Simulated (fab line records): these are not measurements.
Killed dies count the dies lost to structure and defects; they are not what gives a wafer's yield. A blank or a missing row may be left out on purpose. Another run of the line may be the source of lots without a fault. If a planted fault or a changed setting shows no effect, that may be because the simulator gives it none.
Comparing a struck lot with a sound one || flow sky130 || 22 steps out of a route of 708
Sound: these wafers, L818.3, L818.4, L818.6. Struck: wafer L823.5. (L823.1, L823.6 of the same lot were not struck and are left out.) The cause comes at the end.
Order at every step that has rows: each side's tool, ch and its chambers, its first start. Under that, the readings that differ: sound wafers || struck wafers || difference of the means || sigmas: that difference in standard deviations of wafers without a fault.
alike: words and numbers the same on both sides, and readings whose means are apart by under 2 such deviations; not compared: readings that were withheld, readings missing a value for some wafer, numbers with overlapping values and no deviation given by the record, and bounds like >300 which may hide the same value.
The two part at a step that has a row with sigmas, a row that says differs or no value, or rows on one side only. When numbers do not overlap yet have no deviation, they are printed without sigmas and do not part them. A reading that every wafer of one side lacks parts them only if that side has two wafers or more.

first, 5 steps without rows for these wafers: SKY_VT_ADJUST_HVTP_COAT_02 (resist thk 1140 nm); SKY_VT_ADJUST_HVTP_SOFTBAKE_03 (time 60 s); SKY_VT_ADJUST_HVTP_EXPOSE_04 (exposes mask HVTPM, target cd 380 nm); SKY_VT_ADJUST_HVTP_PEB_05; SKY_VT_ADJUST_HVTP_DEVELOP_06 (develop time 60 s).
SKY_VT_ADJUST_HVTP_CD_MEAS_07: the cd target is 380 nm.
  sound: cd_sem-02 at day 7 04:48; struck: cd_sem-02 at day 8 04:07
{"reading": "cd_nm (nm)", "sound": "377.2 378.4 382.1", "struck": 373.8, "difference": -5.4, "sigmas": -2}
SKY_VT_ADJUST_HVTP_OVL_MEAS_08:
  sound: overlay-01 at day 7 04:53; struck: overlay-01 at day 8 04:14
  alike: VT_ADJUST_HVTP_OVL
next, for these wafers, 1 step has no rows: SKY_VT_ADJUST_HVTP_IMPLANT_09.
SKY_VT_ADJUST_HVTP_STRIP_10: strips in O2/N2.
  sound on plasma_asher-01 ch 0,1, day 7 05:06; struck on plasma_asher-02 ch 1, day 8 04:25
  alike: drypump_motor_current_A, oes_product_au, strip_time_to_endpoint_s
  not compared: rf_hours_counter_h
SKY_VT_ADJUST_HVTP_TW_MEAS_11:
  sound: film_metro-03 at day 7 05:11; struck: film_metro-03 at day 8 04:31
  alike: VT_ADJUST_HVTP_TW
then, 2 steps without rows for these wafers: SKY_VT_ADJUST_LVTN_DEHYDRATE_00 (time 60 s); SKY_VT_ADJUST_LVTN_HMDS_01 (prime time 60 s).
SKY_VT_ADJUST_LVTN_COAT_02: resist thk 3000 nm.
  sound on litho_track-04 ch 0, day 7 15:01; struck on litho_track-04 ch 0, day 8 14:01
{"reading": "model.coat_of_VT_ADJUST_LVTN_COAT_02.thk_nm (nm)", "sound": "3000 2997 3004", "struck": 2393, "difference": -607, "sigmas": ""}
then, 3 steps without rows for these wafers: SKY_VT_ADJUST_LVTN_SOFTBAKE_03; SKY_VT_ADJUST_LVTN_EXPOSE_04 (exposes mask NWM COMPLEMENT LESS NATIVE, target cd 840 nm); SKY_VT_ADJUST_LVTN_PEB_05.
SKY_VT_ADJUST_LVTN_DEVELOP_06: develop time 60 s.
  sound on litho_track-02 ch 0; struck on litho_track-03 ch 0
{"reading": "model.coat_of_VT_ADJUST_LVTN_COAT_02.thk_nm (nm)", "sound": "2996 2992 3000", "struck": 2389, "difference": -607, "sigmas": ""}
SKY_VT_ADJUST_LVTN_OVL_MEAS_07:
  sound: overlay-01 at day 8 00:55; struck: overlay-02 at day 9 00:45
  alike: VT_ADJUST_LVTN_OVL
next, for these wafers, 1 step has no rows: SKY_VT_ADJUST_LVTN_IMPLANT_08.
SKY_VT_ADJUST_LVTN_STRIP_09: strips in O2/N2.
  sound on plasma_asher-02 ch 0,1, day 8 01:07; struck on plasma_asher-02 ch 0, day 9 00:56
{"reading": "oes_product_au (a.u.)", "sound": "0.734 0.727 0.732", "struck": 0.719, "difference": -0.012, "sigmas": -2}
{"reading": "strip_time_to_endpoint_s (s)", "sound": "36.92 36.88 36.96", "struck": 29.93, "difference": -6.99, "sigmas": -64}
  alike: drypump_motor_current_A
  not compared: rf_hours_counter_h
SKY_VT_ADJUST_LVTN_TW_MEAS_10:
  sound: film_metro-03 at day 8 01:13; struck: film_metro-01 at day 9 01:02
  alike: VT_ADJUST_LVTN_TW
next, for these wafers, 1 step has no rows: SKY_PAD_OPEN_PROBE_99.

== WHERE THEY PART ==
Earliest at SKY_VT_ADJUST_HVTP_CD_MEAS_07; latest, in this record, at SKY_VT_ADJUST_LVTN_STRIP_09. Later steps at which nothing parts them and some readings are alike: SKY_VT_ADJUST_LVTN_TW_MEAS_10.

WHY: whatever the simulator had introduced
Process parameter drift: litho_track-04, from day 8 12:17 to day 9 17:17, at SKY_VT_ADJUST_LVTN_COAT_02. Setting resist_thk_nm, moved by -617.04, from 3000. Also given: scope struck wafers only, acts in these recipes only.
